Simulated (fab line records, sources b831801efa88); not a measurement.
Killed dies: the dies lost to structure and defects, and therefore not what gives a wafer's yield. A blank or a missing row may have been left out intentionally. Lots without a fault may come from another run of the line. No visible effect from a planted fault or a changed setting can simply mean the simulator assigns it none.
Problem report, 8D (eight disciplines) form, completed by code :: flow sky130 :: the parts of the form that need people (team, actions taken, sign-off) are left out

## 1. WHAT IS WRONG
At SKY_LDD_N_IMPLANT_08, endStationPressureTorr averages 8.34e-05 Torr over 6 wafers from 2 lots, while fault-free wafers read 5.31e-06 Torr, standard deviation 2.8e-07. That is +99 or more standard deviations from the usual mean.
First observed at day 25 12:45: wafer L222.2, on implanter-01. The record holds 18 wafers of 6 lots with a number at this step. By rule, "out" or "out of limits" means more than 4 standard deviations away from the usual mean. Any other wafer with a number is counted as sound.

## 2. WHAT IT IS, AND WHAT IT ISN'T
question: which readings at this step
is: endStationPressureTorr, beamOnS, faradayCurrentUA
is not: -

question: which lots
is: L222, L224
is not: L201, L211, L214, L216

question: which wafers of those lots
is: all that have a number
is not: -

question: read on which tools
is: implanter-01
is not: implanter-03

question: when
is: from day 25 12:45
is not: up to then (12 sound wafers)

## 3. SUSPECTS, AND WHAT RULES EACH OUT
Counting: a tool at any process step up to the reading remains a suspect when it ran all the lots that are out and ran no sound lot after the first of those.
- implanter-01 at SKY_LDD_N_IMPLANT_08: kept. All lots that are out passed through it, beginning with L222 at day 25 12:45, and no sound lot followed; its final sound lot before that point was L216 at day 23 10:18. Its own beamOnS, endStationPressureTorr, faradayCurrentUA readings are out on those wafers.
Left after counting: implanter-01 at SKY_LDD_N_IMPLANT_08.

## 4. THE CAUSE (what the simulator had put in)
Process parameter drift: implanter-01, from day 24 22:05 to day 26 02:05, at SKY_LDD_N_IMPLANT_08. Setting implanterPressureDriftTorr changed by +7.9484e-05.
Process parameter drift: implanter-01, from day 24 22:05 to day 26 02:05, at SKY_LDD_N_IMPLANT_08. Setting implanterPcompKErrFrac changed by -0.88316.
After counting, this tool was the only one left.

## 5. THE CHAIN OF EFFECTS, in route order
Rows list readings where the struck wafers' mean (over those with a number) sits beyond 3 standard deviations from the usual. Scope: only readings with a usual standard deviation given in the record; hours: median across lots of the time from each lot's start at the first step in this table that gives one to its start at this step; sigmas: change in usual standard deviations.
hours: 0
step: SKY_LDD_N_IMPLANT_08
reading: beamOnS
usual: 10.03 s
on struck wafers: 11.71
change: +1.69
sigmas: +8.9

hours: 0
step: SKY_LDD_N_IMPLANT_08
reading: endStationPressureTorr
usual: 5.31e-06 Torr
on struck wafers: 8.34e-05
change: +7.80e-05
sigmas: +99 or more

hours: 0
step: SKY_LDD_N_IMPLANT_08
reading: faradayCurrentUA
usual: 421
on struck wafers: 357
change: -64
sigmas: -8.0
Its process steps:
- SKY_LDD_N_IMPLANT_08

## 6. HOW IT WOULD HAVE BEEN CAUGHT EARLIER
15 hours passed between the start of the fault at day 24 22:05 and the first reading out of limits in this record, taken at day 25 12:45.
